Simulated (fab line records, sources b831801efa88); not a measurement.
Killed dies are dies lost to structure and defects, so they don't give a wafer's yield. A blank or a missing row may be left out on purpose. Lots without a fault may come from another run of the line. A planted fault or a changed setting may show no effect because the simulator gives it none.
fab line records | flow sky130
record lots=13 wafers=39 last_day=50
route steps=708 shown FIELD_ISO@5 NWELL@66 VT_ADJUST_LVTN@104
lots that met no fault: from a run of the same line without faults
start_h: hours from the record's first day to the start of the lot's first wafer shown | wait_h: hours since the lot's step before | " the same as in the row above | L1.1+2: a row that stands for several wafers | - no value, or no start given | * or withheld: withheld | < > ~ a bound
route shown NAME@n: a module of which the file shows steps, and the number in the route of the first | usual: mean/standard deviation of fault-free wafers | same: alike in all rows | chamber/n: place in a boat | sites: the reading at each site | _std_site: their standard deviation | _edge_site: outer sites' mean less inner sites' | radius_mm: how far each site lies from the wafer's centre | mask NAME#n: copy n | behind: the tool/chamber that last shaped the wafer | hold: why the lot was held/for how many hours/how that ended | device: the transistor (n, p or np) that didn't switch | end of line: the same wafers' tests at the end of the route | a step without rows: its recipe alone | killed: dies lost to structure and defects at the first sort, not the wafer's yield | map: a wafer's dies, x killed, . not, _ none there
set.NAME: the setting as run; set.NAME@STEP: as run at that earlier step | model.NAME: the simulator's own value behind a step, which no gauge read
steps of the route over a sample of lots; a table a step, a row a wafer
services: from which hour (start_h, from the record's first day; less than 0 if before it) a tool's chamber was out of use, for how many hours, and why
## steps
# step SKY_FIELD_ISO_THK_MEAS_04
# recipe reads=Si3N4_of_FIELD_ISO_CVD_03
# usual FIELD_ISO_CVD_03_THK=165.4/1.6
# columns lot.wafer tool chamber start_h wait_h FIELD_ISO_CVD_03_THK[nm]
L733.1 film_metro-02 - 16.75 0.0 164.2
L733.3 " - " " 164.7
L733.5 " - " " 164.4
L736.4 film_metro-01 - 28.51 0.0 164.5
L736.5 " - " " 165.1
L736.6 " - " " 165.9
L737.2 film_metro-01 - 33.93 0.0 165.9
L737.3 " - " " 163.9
L737.6 " - " " 163.9
L739.1 film_metro-03 - 45.01 0.0 165.5
L739.5 " - " " 165.5
L739.6 " - " " 164.9
L740.1 film_metro-02 - 50.76 0.0 165.6
L740.5 " - " " 165.8
L740.6 " - " " 166.8
L741.4 film_metro-01 - 56.04 0.0 162.2
L741.5 " - " " 163.3
L741.6 " - " " 161.4
L742.1 film_metro-02 - 60.53 0.0 167.3
L742.2 " - " " 165.6
L742.3 " - " " 166.8
L744.3 film_metro-01 - 68.50 0.0 168.3
L744.5 " - " " 168.7
L744.6 " - " " 166.5
L748.1 film_metro-02 - 88.48 0.0 164.5
L748.3 " - " " 163.9
L748.5 " - " " 165.4
L750.3 film_metro-01 - 100.22 0.0 163.7
L750.4 " - " " 164.3
L750.6 " - " " 164.9
L751.1 film_metro-03 - 106.72 0.0 168.2
L751.2 " - " " 168.1
L751.4 " - " " 168.3
L753.2 film_metro-01 - 115.34 0.0 167.4
L753.3 " - " " 167.5
L753.5 " - " " 166.6
L755.2 film_metro-01 - 123.49 0.0 163.1
L755.5 " - " " 163.8
L755.6 " - " " 163.9
# step SKY_NWELL_IMPLANT_13
# recipe species=P energy_kev=50 dose_cm2=7e+11 tilt_deg=withheld
# usual dose_ions_cm2=7e+11/7e+08 faraday_current_uA=3.96/0.08
# columns lot.wafer tool chamber start_h wait_h dose_ions_cm2 faraday_current_uA
L733.1 implanter-03 0 93.11 0.1 6.985e+11 3.83
L733.3 " 0 " " 6.999e+11 3.86
L733.5 " 0 " " 7.007e+11 4.06
L736.4 implanter-03 0 102.84 0.1 7.003e+11 3.89
L736.5 " 0 " " 6.997e+11 3.86
L736.6 " 0 " " 6.999e+11 4.05
L737.2 implanter-02 0 109.19 0.1 6.996e+11 3.85
L737.3 " 0 " " 6.999e+11 3.94
L737.6 " 0 " " 6.997e+11 4.04
L739.1 implanter-03 0 119.01 0.1 7.015e+11 3.98
L739.5 " 0 " " 7.002e+11 3.86
L739.6 " 0 " " 7.012e+11 3.93
L740.1 implanter-02 0 127.56 0.1 7.002e+11 3.88
L740.5 " 0 " " 7e+11 3.89
L740.6 " 0 " " 6.996e+11 3.91
L741.4 implanter-03 0 134.78 0.1 9.991e+11 5.64
L741.5 " 0 " " 9.992e+11 5.91
L741.6 " 0 " " 9.989e+11 5.68
L742.1 implanter-03 0 139.41 0.1 9.989e+11 5.67
L742.2 " 0 " " 9.984e+11 5.60
L742.3 " 0 " " 9.987e+11 5.71
L744.3 implanter-02 0 148.66 0.1 6.989e+11 4.04
L744.5 " 0 " " 7.008e+11 3.94
L744.6 " 0 " " 6.997e+11 4.02
L748.1 implanter-02 0 171.06 0.1 7.008e+11 4.13
L748.3 " 0 " " 7.009e+11 3.87
L748.5 " 0 " " 6.999e+11 3.97
L750.3 implanter-04 0 184.41 0.1 7.003e+11 3.80
L750.4 " 0 " " 7.004e+11 3.94
L750.6 " 0 " " 6.999e+11 3.97
L751.1 implanter-04 0 194.56 0.1 6.997e+11 4.04
L751.2 " 0 " " 6.991e+11 4.05
L751.4 " 0 " " 6.991e+11 3.94
L753.2 implanter-04 0 204.03 0.1 7.011e+11 3.93
L753.3 " 0 " " 6.998e+11 3.80
L753.5 " 0 " " 7e+11 3.84
L755.2 implanter-03 0 216.04 0.1 6.994e+11 3.88
L755.5 " 0 " " 6.995e+11 3.97
L755.6 " 0 " " 6.998e+11 3.94
# step SKY_NWELL_RS_MEAS_29
# recipe thk_meas_gauge=four-point-probe
# usual NWELL_RS=625.4/1.6
# columns lot.wafer tool chamber start_h wait_h NWELL_RS[ohm/sq]
L733.1 film_metro-04 - 111.22 0.1 626.6
L733.3 " - " " 622.3
L733.5 " - " " 625.4
L736.4 film_metro-03 - 121.68 0.1 625.3
L736.5 " - " " 624.5
L736.6 " - " " 625.1
L737.2 film_metro-04 - 128.59 0.1 624.3
L737.3 " - " " 623.2
L737.6 " - " " 623.0
L739.1 film_metro-02 - 138.62 0.1 625.1
L739.5 " - " " 623.6
L739.6 " - " " 623.7
L740.1 film_metro-02 - 147.31 0.1 626.9
L740.5 " - " " 625.6
L740.6 " - " " 627.9
L741.4 film_metro-03 - 155.53 0.1 618.4
L741.5 " - " " 615.7
L741.6 " - " " 617.4
L742.1 film_metro-04 - 159.57 0.1 615.3
L742.2 " - " " 614.2
L742.3 " - " " 616.0
L744.3 film_metro-02 - 169.41 0.1 624.6
L744.5 " - " " 624.9
L744.6 " - " " 625.2
L748.1 film_metro-03 - 192.68 0.1 625.8
L748.3 " - " " 625.9
L748.5 " - " " 626.7
L750.3 film_metro-02 - 206.96 0.1 625.7
L750.4 " - " " 627.4
L750.6 " - " " 626.0
L751.1 film_metro-03 - 216.96 0.1 625.8
L751.2 " - " " 626.7
L751.4 " - " " 624.7
L753.2 film_metro-03 - 226.13 0.1 626.9
L753.3 " - " " 625.9
L753.5 " - " " 627.5
L755.2 film_metro-04 - 238.69 0.1 620.6
L755.5 " - " " 623.4
L755.6 " - " " 624.9
# step SKY_VT_ADJUST_LVTN_OVL_MEAS_07
# usual VT_ADJUST_LVTN_OVL=0.3/1.7
# columns lot.wafer tool chamber start_h wait_h VT_ADJUST_LVTN_OVL[nm]
L733.1 overlay-02 - 149.92 - 0.0
L733.3 " - " " -0.3
L733.5 " - " " 0.2
L736.4 overlay-02 - 160.18 - -1.1
L736.5 " - " " 3.4
L736.6 " - " " 0.5
L737.2 overlay-02 - 168.13 - 1.4
L737.3 " - " " 2.7
L737.6 " - " " 0.1
L739.1 overlay-02 - 178.42 - 2.8
L739.5 " - " " 1.4
L739.6 " - " " 3.3
L740.1 overlay-01 - 188.72 - -1.0
L740.5 " - " " -1.3
L740.6 " - " " -0.5
L741.4 overlay-01 - 197.43 - 0.4
L741.5 " - " " -0.8
L741.6 " - " " -1.6
L742.1 overlay-02 - 201.67 - 2.4
L742.2 " - " " 1.9
L742.3 " - " " 1.6
L744.3 overlay-02 - 212.24 - -0.7
L744.5 " - " " -0.3
L744.6 " - " " 0.6
L748.1 overlay-02 - 236.17 - 1.2
L748.3 " - " " 0.6
L748.5 " - " " 2.3
L750.3 overlay-01 - 252.13 - 1.0
L750.4 " - " " 0.9
L750.6 " - " " 0.4
L751.1 overlay-02 - 264.07 - -0.5
L751.2 " - " " 0.2
L751.4 " - " " 1.5
L753.2 overlay-01 - 273.18 - 2.5
L753.3 " - " " 2.2
L753.5 " - " " 2.3
L755.2 overlay-02 - 286.38 - 2.5
L755.5 " - " " 2.1
L755.6 " - " " 1.2
# step SKY_VT_ADJUST_LVTN_TW_MEAS_10
# usual VT_ADJUST_LVTN_TW=239.6/1.6
# columns lot.wafer tool chamber start_h wait_h VT_ADJUST_LVTN_TW
L733.1 film_metro-01 - 150.20 0.1 241.5
L733.3 " - " " 241.4
L733.5 " - " " 241.9
L736.4 film_metro-01 - 160.48 0.1 240.7
L736.5 " - " " 240.4
L736.6 " - " " 242.4
L737.2 film_metro-01 - 168.42 0.1 240.2
L737.3 " - " " 240.2
L737.6 " - " " 239.9
L739.1 film_metro-01 - 178.70 0.1 241.3
L739.5 " - " " 240.3
L739.6 " - " " 240.2
L740.1 film_metro-01 - 189.01 0.1 242.2
L740.5 " - " " 240.8
L740.6 " - " " 240.4
L741.4 film_metro-04 - 197.73 0.1 238.4
L741.5 " - " " 239.7
L741.6 " - " " 237.3
L742.1 film_metro-01 - 201.96 0.1 239.6
L742.2 " - " " 240.3
L742.3 " - " " 239.7
L744.3 film_metro-01 - 212.53 0.1 240.2
L744.5 " - " " 240.1
L744.6 " - " " 240.5
L748.1 film_metro-04 - 236.45 0.1 239.0
L748.3 " - " " 238.0
L748.5 " - " " 238.9
L750.3 film_metro-04 - 252.42 0.1 239.2
L750.4 " - " " 238.7
L750.6 " - " " 238.9
L751.1 film_metro-04 - 264.36 0.1 238.4
L751.2 " - " " 239.3
L751.4 " - " " 238.4
L753.2 film_metro-04 - 273.47 0.1 238.4
L753.3 " - " " 238.1
L753.5 " - " " 238.6
L755.2 film_metro-01 - 286.67 0.1 241.1
L755.5 " - " " 240.9
L755.6 " - " " 241.5
## services
# columns tool chamber start_h hours kind
implanter-02 - 140.00 0.5 repair
implanter-03 - 209.57 4.1 repair
## key
first_sign step=SKY_NWELL_IMPLANT_13 reading=dose_ions_cm2 direction=up sigmas=99+ usual=* struck=*
effect step=SKY_NWELL_IMPLANT_13 reading=faraday_current_uA direction=up sigmas=22 usual=3.96 struck=5.70
effect step=SKY_NWELL_RS_MEAS_29 reading=NWELL_RS direction=down sigmas=5.9 usual=625.4 struck=616.2
met_at SKY_NWELL_IMPLANT_13
struck_lots L741,L742
tester_left_out L741,L742
not_acting_at SKY_FIELD_ISO_THK_MEAS_04,SKY_VT_ADJUST_LVTN_OVL_MEAS_07,SKY_VT_ADJUST_LVTN_TW_MEAS_10
onset_between 119.01 134.78
fault kind=process_parameter_drift tool=implanter-03 chamber=- onset_h=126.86 steps=SKY_NWELL_IMPLANT_13 channel=dose_cm2 offset=* shape=step end_h=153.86 acts_in=* stated=*
# tester_left_out: of these lots the tester's yield and bins aren't shown, on N5 and GAA mostly nor the transistor test; their killed dies are dies lost to structure and defects alone, not to doping, threshold or leakage, so they don't give the yield
